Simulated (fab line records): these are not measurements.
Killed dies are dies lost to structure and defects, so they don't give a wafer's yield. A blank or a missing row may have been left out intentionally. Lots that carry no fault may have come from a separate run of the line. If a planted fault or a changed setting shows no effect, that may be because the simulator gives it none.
Which of the tools did it? | flow sky130 | 18 wafers sampled from 6 lots at 1 step of a route of 708

WHAT THE GAUGES SHOWED, per wafer
SKY_LDD_LDN_OVL_MEAS_07.
lot  | measured     | on         | LDD_LDN_OVL (nm)
L525 | day 23 11:29 | overlay-01 | 0.1 -1.4 -1.7
L529 | day 25 03:37 | overlay-01 | 2.2 3.9 2.4
L534 | day 26 19:07 | overlay-01 | 1.3 -1.1 -0.6
L541 | day 29 07:44 | overlay-01 | 0.7 1.7 1.1
L543 | day 29 18:43 | overlay-02 | -0.2 0.3 1.7
L546 | day 30 15:01 | overlay-01 | 0.0 1.3 -0.6

EACH LOT AND THE TOOL THAT RAN IT (in order: tool; ch and the chambers of the sampled wafers; start)
There is no process step in the record ahead of these readings.

THE ANSWER, worked out from the rows above alone
Rule: the lots themselves supply what counts as usual. Put in order of their means at a reading, lots are off if they are a third of the lots or fewer, leave a main group of 4 or more, and stand apart from it by a gap of 3 or more times the standard deviation of the main group's means; of several such gaps the widest counts. A main group is skipped when, at the precision printed for the reading in the tables above, its means are all equal. A lot without any number at a reading at which 4 lots or more have one is off too. The other lots that the step has rows for count as sound.
No lot is off at any reading shown: from this, nothing can be told.

WHAT THE SIMULATOR HAD PUT IN
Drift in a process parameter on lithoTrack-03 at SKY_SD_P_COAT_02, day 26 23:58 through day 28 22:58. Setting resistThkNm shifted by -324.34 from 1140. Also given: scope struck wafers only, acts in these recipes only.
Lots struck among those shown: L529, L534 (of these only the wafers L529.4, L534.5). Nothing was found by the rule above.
